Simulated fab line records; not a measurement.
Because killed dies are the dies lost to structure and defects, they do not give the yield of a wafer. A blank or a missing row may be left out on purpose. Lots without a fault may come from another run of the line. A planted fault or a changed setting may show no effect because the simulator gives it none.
One fault through the eyes of 2 desks -- flow sky130 -- what lay behind the numbers comes last; until then each desk has only its own

## THE TOOL OWNER'S DESK: wet-bench-04
The tool's own readings at SKY_VIA3_STRIP_17 (strips in post etch residue remover, time 1200 s): means of the sampled wafers that have a number, for each lot that ran on this tool. Any lot whose mean is over 4 standard deviations away from the usual mean is out of limits and marked OUT; that distance is given in the brackets.
Columns: A = bath-heat-duty-pct at SKY_VIA3_STRIP_17, usual 13.7 %; B = temp-c at SKY_VIA3_STRIP_17, usual 72.48 C
lot,first seen here,A,B
L535,day 39 23:12,12.1,72.52
L537,day 40 03:14,14.3,72.42
L538,day 40 11:12,13.3,72.56
L541,day 41 08:12,12.3,72.34
L542,day 41 23:20,12.7,72.34
L547,day 43 18:00,14.1,72.36
L546,day 43 21:18,12.7,72.44
L548,day 44 12:12,13.1,72.46
This desk's verdict: no lot among the 8 shows anything out of limits.

## THE METROLOGY DESK
What the gauges read for every lot (on any tool): the sampled wafers with a number, averaged. Any lot whose mean is over 4 standard deviations away from the usual mean is out of limits and marked OUT; that distance is given in the brackets.
Columns: A = VIA4_HDPCVD_THK at SKY_VIA4_THK_MEAS_01, usual 1748 nm
lot,first seen here,A
L535,day 42 03:14,1748
L537,day 42 07:16,1750
L538,day 42 14:31,1765
L541,day 43 11:00,1747
L542,day 44 00:17,1748
L547,day 45 17:40,1760
L546,day 45 20:56,1715
L548,day 46 10:48,1752
L550,day 46 13:32,1738
L554,day 47 05:31,1710
L555,day 47 05:58,1753
L557,day 47 19:37,1732
This desk's verdict: no lot among the 12 shows anything out of limits.

## TAKEN TOGETHER
The desk of the tool owner found nothing out of limits.
At the metrology desk, nothing out of limits was observed.

## WHAT THE SIMULATOR PUT IN
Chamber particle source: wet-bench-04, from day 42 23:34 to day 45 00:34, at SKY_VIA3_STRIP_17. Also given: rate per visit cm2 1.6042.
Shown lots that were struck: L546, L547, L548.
